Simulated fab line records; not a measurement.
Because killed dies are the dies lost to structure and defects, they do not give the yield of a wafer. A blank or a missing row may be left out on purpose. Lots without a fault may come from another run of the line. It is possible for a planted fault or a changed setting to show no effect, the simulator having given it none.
Which tool did it? || flow sky130 || 11 lots with 33 wafers sampled at 5 steps, on a route of 708 steps

== WHAT THE GAUGES READ, wafer by wafer ==
SKY_VIA3_THK_MEAS_01.
{"lot": "L924", "measured": "day 39 02:11", "on": "film_metro-02", "VIA3_HDPCVD_THK (nm)": "1685 1644 1659"}
{"lot": "L925", "measured": "day 39 07:41", "on": "film_metro-01", "VIA3_HDPCVD_THK (nm)": "1609 1647 1630"}
{"lot": "L928", "measured": "day 39 21:11", "on": "film_metro-01", "VIA3_HDPCVD_THK (nm)": "1651 1640 1658"}
{"lot": "L927", "measured": "day 40 09:42", "on": "film_metro-02", "VIA3_HDPCVD_THK (nm)": "1616 1605 1647"}
{"lot": "L929", "measured": "day 40 21:25", "on": "film_metro-01", "VIA3_HDPCVD_THK (nm)": "1627 1626 1629"}
{"lot": "L932", "measured": "day 41 18:40", "on": "film_metro-02", "VIA3_HDPCVD_THK (nm)": "1513 1653 1639"}
{"lot": "L933", "measured": "day 42 06:59", "on": "film_metro-02", "VIA3_HDPCVD_THK (nm)": "1508 1643 1678"}
{"lot": "L934", "measured": "day 42 08:23", "on": "film_metro-04", "VIA3_HDPCVD_THK (nm)": "1519 1659 1689"}
{"lot": "L938", "measured": "day 42 18:47", "on": "film_metro-01", "VIA3_HDPCVD_THK (nm)": "1631 1632 1613"}
{"lot": "L941", "measured": "day 43 19:40", "on": "film_metro-01", "VIA3_HDPCVD_THK (nm)": "1612 1612 1617"}
{"lot": "L944", "measured": "day 44 08:47", "on": "film_metro-04", "VIA3_HDPCVD_THK (nm)": "1618 1631 1614"}

== WHICH TOOL RAN EACH LOT (tool, then ch and the chambers of the sampled wafers, then the start) ==
{"lot": "L924", "SKY_VIA2_CMP_24": "cmp-02 ch 0,2,3, day 36 21:29", "SKY_METAL3_DESCUM_15": "rie_metal-04 ch 0,1, day 39 01:01", "SKY_METAL3_ETCH_16": "rie_metal-04 ch 0,1, day 39 01:02", "SKY_VIA3_HDPCVD_00": "hdpcvd-02 ch 0,1,2, day 39 02:01"}
{"lot": "L925", "SKY_VIA2_CMP_24": "cmp-01 ch 0,1,3, day 37 02:17", "SKY_METAL3_DESCUM_15": "rie_metal-02 ch 0,1, day 39 06:25", "SKY_METAL3_ETCH_16": "rie_metal-02 ch 0,1, day 39 06:27", "SKY_VIA3_HDPCVD_00": "hdpcvd-02 ch 0,2, day 39 07:31"}
{"lot": "L928", "SKY_VIA2_CMP_24": "cmp-01 ch 0,1,2, day 37 17:34", "SKY_METAL3_DESCUM_15": "rie_metal-02 ch 1, day 39 20:04", "SKY_METAL3_ETCH_16": "rie_metal-02 ch 1, day 39 20:05", "SKY_VIA3_HDPCVD_00": "hdpcvd-02 ch 0,2, day 39 21:01"}
{"lot": "L927", "SKY_VIA2_CMP_24": "cmp-02 ch 0,1,2, day 38 06:34", "SKY_METAL3_DESCUM_15": "rie_metal-04 ch 0,1, day 40 08:37", "SKY_METAL3_ETCH_16": "rie_metal-04 ch 0,1, day 40 08:38", "SKY_VIA3_HDPCVD_00": "hdpcvd-02 ch 0,1,2, day 40 09:32"}
{"lot": "L929", "SKY_VIA2_CMP_24": "cmp-01 ch 1,2,3, day 38 18:56", "SKY_METAL3_DESCUM_15": "rie_metal-04 ch 1, day 40 20:19", "SKY_METAL3_ETCH_16": "rie_metal-04 ch 1, day 40 20:20", "SKY_VIA3_HDPCVD_00": "hdpcvd-02 ch 0,1, day 40 21:14"}
{"lot": "L932", "SKY_VIA2_CMP_24": "cmp-01 ch 0,2, day 39 16:31", "SKY_METAL3_DESCUM_15": "rie_metal-03 ch 0,1, day 41 17:34", "SKY_METAL3_ETCH_16": "rie_metal-03 ch 0,1, day 41 17:37", "SKY_VIA3_HDPCVD_00": "hdpcvd-02 ch 0,2, day 41 18:29"}
{"lot": "L933", "SKY_VIA2_CMP_24": "cmp-01 ch 0,1,3, day 40 04:59", "SKY_METAL3_DESCUM_15": "rie_metal-02 ch 0,1, day 42 05:51", "SKY_METAL3_ETCH_16": "rie_metal-02 ch 0,1, day 42 05:55", "SKY_VIA3_HDPCVD_00": "hdpcvd-02 ch 0,1,2, day 42 06:49"}
{"lot": "L934", "SKY_VIA2_CMP_24": "cmp-02 ch 0,2,3, day 40 06:31", "SKY_METAL3_DESCUM_15": "rie_metal-04 ch 0,1, day 42 07:13", "SKY_METAL3_ETCH_16": "rie_metal-04 ch 0,1, day 42 07:14", "SKY_VIA3_HDPCVD_00": "hdpcvd-02 ch 1,2, day 42 08:13"}
{"lot": "L938", "SKY_VIA2_CMP_24": "cmp-01 ch 0,1, day 40 18:06", "SKY_METAL3_DESCUM_15": "rie_metal-02 ch 0,1, day 42 17:43", "SKY_METAL3_ETCH_16": "rie_metal-02 ch 0,1, day 42 17:44", "SKY_VIA3_HDPCVD_00": "hdpcvd-01 ch 0,2, day 42 18:38"}
{"lot": "L941", "SKY_VIA2_CMP_24": "cmp-02 ch 0,1,2, day 41 18:17", "SKY_METAL3_DESCUM_15": "rie_metal-02 ch 0,1, day 43 18:25", "SKY_METAL3_ETCH_16": "rie_metal-02 ch 0,1, day 43 18:26", "SKY_VIA3_HDPCVD_00": "hdpcvd-01 ch 0,1,2, day 43 19:30"}
{"lot": "L944", "SKY_VIA2_CMP_24": "cmp-01 ch 0,3, day 42 08:50", "SKY_METAL3_DESCUM_15": "rie_metal-02 ch 1, day 44 07:37", "SKY_METAL3_ETCH_16": "rie_metal-02 ch 1, day 44 07:38", "SKY_VIA3_HDPCVD_00": "hdpcvd-01 ch 0,1, day 44 08:37"}
- SKY_VIA2_CMP_24: polishes, stops on SiO2, t overpolish 20 s, target thk 0 nm.
- SKY_METAL3_DESCUM_15: chemistry O2, time 8 s.
- SKY_METAL3_ETCH_16: etches BARC in N2/H2, stops on SiO2, time 88.2 s, target depth 60 nm.
- SKY_VIA3_HDPCVD_00: deposits SiO2, target thk 1635 nm, time 272.5 s.

== THE ANSWER, worked out from the rows above alone ==
Rule: the lots themselves supply what counts as usual. Put in order of their means at a reading, lots are off if they are a third of the lots or fewer, leave a main group of 4 or more, and stand apart from it by a gap of 3 or more times the standard deviation of the main group's means; of several such gaps the widest counts. Not used: any main group whose means are identical at the precision the tables above print for the reading. A lot without any number at a reading at which 4 lots or more have one is off too. Any other lot the step has rows for is counted as sound.
Across all readings shown, no lot is off: no conclusion can be drawn from this.

== WHAT THE SIMULATOR PUT IN ==
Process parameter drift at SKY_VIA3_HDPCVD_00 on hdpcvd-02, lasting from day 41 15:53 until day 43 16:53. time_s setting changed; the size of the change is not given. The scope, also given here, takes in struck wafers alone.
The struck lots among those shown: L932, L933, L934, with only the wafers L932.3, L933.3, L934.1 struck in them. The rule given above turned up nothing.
